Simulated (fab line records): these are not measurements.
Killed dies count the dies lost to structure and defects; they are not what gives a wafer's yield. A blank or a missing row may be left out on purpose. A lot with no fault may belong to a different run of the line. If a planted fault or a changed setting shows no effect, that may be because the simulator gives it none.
What tool caused it? + flow sky130 + 12 lots with 36 wafers sampled at 5 steps, on a route of 708 steps

== WHAT THE GAUGES READ, wafer by wafer ==
SKY_CONTACT_THK_MEAS_03.
| lot  | measured     | on            | CONTACT_HDPCVD_THK (nm) |
|------|--------------|---------------|-------------------------|
| L758 | day 30 13:39 | film_metro-01 | 562 566 552             |
| L759 | day 31 06:37 | film_metro-03 | 571 566 568             |
| L761 | day 31 15:36 | film_metro-02 | 554 570 564             |
| L764 | day 33 11:08 | film_metro-01 | 560 567 557             |
| L765 | day 33 12:47 | film_metro-01 | 567 562 565             |
| L766 | day 33 15:01 | film_metro-03 | 565 567 553             |
| L768 | day 34 10:16 | film_metro-01 | 554 564 572             |
| L769 | day 34 18:01 | film_metro-01 | 561 575 568             |
| L770 | day 34 23:41 | film_metro-01 | 569 559 570             |
| L771 | day 35 00:59 | film_metro-02 | 538 536 544             |
| L772 | day 35 09:28 | film_metro-01 | 564 568 564             |
| L773 | day 35 15:29 | film_metro-01 | 545 536 551             |

SKY_CONTACT_RS_MEAS_25: measures by four-point-probe.
| lot  | measured     | on            | CONTACT_W_RS (ohm/sq) |
|------|--------------|---------------|-----------------------|
| L758 | day 31 18:23 | film_metro-03 | 0.338 0.339 0.340     |
| L759 | day 32 11:30 | film_metro-01 | 0.342 0.344 0.341     |
| L761 | day 32 19:39 | film_metro-02 | 0.337 0.342 0.337     |
| L764 | day 34 15:59 | film_metro-03 | 0.325 0.342 0.343     |
| L765 | day 34 17:02 | film_metro-01 | 0.345 0.343 0.341     |
| L766 | day 34 18:37 | film_metro-03 | 0.322 0.324 0.335     |
| L768 | day 35 14:22 | film_metro-03 | 0.333 0.320 0.336     |
| L769 | day 35 21:58 | film_metro-02 | 0.338 0.342 0.339     |
| L770 | day 36 03:28 | film_metro-03 | 0.336 0.324 0.331     |
| L771 | day 36 04:49 | film_metro-03 | 0.340 0.336 0.339     |
| L772 | day 36 13:01 | film_metro-02 | 0.326 0.337 0.328     |
| L773 | day 36 19:19 | film_metro-03 | 0.338 0.338 0.336     |

== WHAT TOOL EACH LOT RAN ON (gives the tool, then ch and the chambers of the sampled wafers, and finally the start) ==
| lot  | SKY_LI_CONTACT_SPUTTER_19    | SKY_LOCAL_INTERCONNECT_METAL_ETCH_14 | SKY_CONTACT_HDPCVD_02            |
|------|------------------------------|--------------------------------------|----------------------------------|
| L758 | pvd_sputter-04, day 29 07:26 | rie_metal-02 ch 0, day 30 12:47      | hdpcvd-01 ch 0,1,2, day 30 13:35 |
| L759 | pvd_sputter-01, day 30 00:26 | rie_metal-03 ch 1, day 31 05:41      | hdpcvd-02 ch 0,1,2, day 31 06:32 |
| L761 | pvd_sputter-01, day 30 09:57 | rie_metal-02 ch 0, day 31 14:47      | hdpcvd-01 ch 0,1,2, day 31 15:32 |
| L764 | pvd_sputter-04, day 32 06:28 | rie_metal-02 ch 0,1, day 33 10:18    | hdpcvd-01 ch 1,2, day 33 11:03   |
| L765 | pvd_sputter-01, day 32 07:59 | rie_metal-03 ch 0, day 33 11:56      | hdpcvd-02 ch 0,2, day 33 12:41   |
| L766 | pvd_sputter-04, day 32 10:42 | rie_metal-01 ch 0, day 33 14:13      | hdpcvd-01 ch 0,1,2, day 33 14:57 |
| L768 | pvd_sputter-01, day 33 05:49 | rie_metal-01 ch 0,1, day 34 09:07    | hdpcvd-01 ch 0,1,2, day 34 10:11 |
| L769 | pvd_sputter-01, day 33 13:45 | rie_metal-02 ch 0,1, day 34 17:04    | hdpcvd-02 ch 0,1,2, day 34 17:56 |
| L770 | pvd_sputter-04, day 33 19:17 | rie_metal-03 ch 0,1, day 34 22:47    | hdpcvd-02 ch 1,2, day 34 23:37   |
| L771 | pvd_sputter-01, day 33 19:59 | rie_metal-01 ch 0, day 35 00:00      | hdpcvd-01 ch 1,2, day 35 00:52   |
| L772 | pvd_sputter-04, day 34 04:41 | rie_metal-01 ch 0, day 35 08:34      | hdpcvd-02 ch 0,2, day 35 09:23   |
| L773 | pvd_sputter-02, day 34 11:07 | rie_metal-03 ch 0,1, day 35 14:37    | hdpcvd-01 ch 0,2, day 35 15:25   |
- SKY_LI_CONTACT_SPUTTER_19: material Ti, target thk 20 nm, time 106.37 s.
- SKY_LOCAL_INTERCONNECT_METAL_ETCH_14: etches TiN in Cl2/BCl3, stops on PSG, target depth 110 nm, time 31.4 s.
- SKY_CONTACT_HDPCVD_02: deposits SiO2, target thk 565 nm, time 94.2 s.

== WHAT THE TOOLS THEMSELVES READ (means of the sampled wafers that have a number; where no wafer has one, the mark that the record gives instead) ==
SKY_LI_CONTACT_SPUTTER_19.
| lot  | tool           | substrate_temp_c (C) | throttle_valve_pct (%) |
|------|----------------|----------------------|------------------------|
| L758 | pvd_sputter-04 | 199.93               | 30.2                   |
| L759 | pvd_sputter-01 | 200.08               | 29.9                   |
| L761 | pvd_sputter-01 | 200.04               | 30.2                   |
| L764 | pvd_sputter-04 | 200.07               | 30.1                   |
| L765 | pvd_sputter-01 | 199.93               | 29.5                   |
| L766 | pvd_sputter-04 | 200.18               | 30.1                   |
| L768 | pvd_sputter-01 | 199.89               | 30.0                   |
| L769 | pvd_sputter-01 | 199.98               | 28.9                   |
| L770 | pvd_sputter-04 | 200.07               | 30.1                   |
| L771 | pvd_sputter-01 | 199.93               | 29.2                   |
| L772 | pvd_sputter-04 | 200.11               | 30.1                   |
| L773 | pvd_sputter-02 | 200.09               | 29.9                   |

SKY_LOCAL_INTERCONNECT_METAL_ETCH_14.
| lot  | tool         | drypump_motor_current_A (A) | oes_product_au (a.u.) | throttle_valve_pct (%) |
|------|--------------|-----------------------------|-----------------------|------------------------|
| L758 | rie_metal-02 | 6.1                         | 0.946                 | 21.900                 |
| L759 | rie_metal-03 | 5.0                         | 0.946                 | 21.895                 |
| L761 | rie_metal-02 | 6.1                         | 0.940                 | 21.904                 |
| L764 | rie_metal-02 | 6.0                         | 0.948                 | 21.894                 |
| L765 | rie_metal-03 | 6.4                         | 0.950                 | 21.897                 |
| L766 | rie_metal-01 | 5.4                         | 0.940                 | 21.907                 |
| L768 | rie_metal-01 | 6.2                         | 0.938                 | 21.906                 |
| L769 | rie_metal-02 | 6.0                         | 0.935                 | 21.897                 |
| L770 | rie_metal-03 | 5.9                         | 0.941                 | 21.904                 |
| L771 | rie_metal-01 | 5.4                         | 0.943                 | 21.904                 |
| L772 | rie_metal-01 | 5.4                         | 0.932                 | 21.909                 |
| L773 | rie_metal-03 | 5.5                         | 0.939                 | 21.902                 |

SKY_CONTACT_HDPCVD_02.
| lot  | tool      | run_length_s (s) |
|------|-----------|------------------|
| L758 | hdpcvd-01 | 122.4            |
| L759 | hdpcvd-02 | 122.5            |
| L761 | hdpcvd-01 | 122.3            |
| L764 | hdpcvd-01 | 122.6            |
| L765 | hdpcvd-02 | 122.4            |
| L766 | hdpcvd-01 | 122.3            |
| L768 | hdpcvd-01 | 122.3            |
| L769 | hdpcvd-02 | 122.4            |
| L770 | hdpcvd-02 | 122.4            |
| L771 | hdpcvd-01 | 119.2            |
| L772 | hdpcvd-02 | 122.4            |
| L773 | hdpcvd-01 | 119.2            |

== THE ANSWER, worked out from the rows above alone ==
Rule: the usual values come from the lots themselves. Put in order of their means at a reading, lots are off if they are a third of the lots or fewer, leave a main group of 4 or more, and stand apart from it by a gap of 3 or more times the standard deviation of the main group's means; of several such gaps the widest counts. The tables above print the reading to a certain number of digits; a main group whose means all agree to those digits is not used. Also off: a lot with no number at a reading for which 4 or more lots have one. The other lots that the step has rows for count as sound. Order of review: gauges by route order, followed by the tools' own readings, for which a lot's mean as printed above is used. The first step at which some lot is off is used, and at that step the reading that is off furthest; a lot without a number counts as furthest.
Off: L771, L773, seen at SKY_CONTACT_THK_MEAS_03 (CONTACT_HDPCVD_THK). The main group has a mean of 564 nm with a standard deviation of 2.7.
A tool fits if, at a process step before that reading, it ran every lot that is off, and no sound lot after the first of them. Not tried: the gauges at SKY_CONTACT_THK_MEAS_03; whatever is off there is also off at SKY_CONTACT_HDPCVD_02, on other tools, and gauge error can't account for it. One candidate fits, namely hdpcvd-01 at SKY_CONTACT_HDPCVD_02. A fault onset in the window from L768 (day 34 10:11, its last sound lot) to L771 (day 35 00:52, its first lot off) fits.
On the lots that are off, the tool's own readings at SKY_CONTACT_HDPCVD_02 differ by more than 5 times the standard deviation of the sound lots' means, which bears it out; run_length_s reads 119.2 s there versus 122.4 s on the sound lots.

== WHAT THE SIMULATOR PUT IN ==
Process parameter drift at SKY_CONTACT_HDPCVD_02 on hdpcvd-01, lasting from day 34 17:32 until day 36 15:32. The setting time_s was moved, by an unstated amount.
Struck lots among those shown: L771, L773. This agrees with what the rule above found.
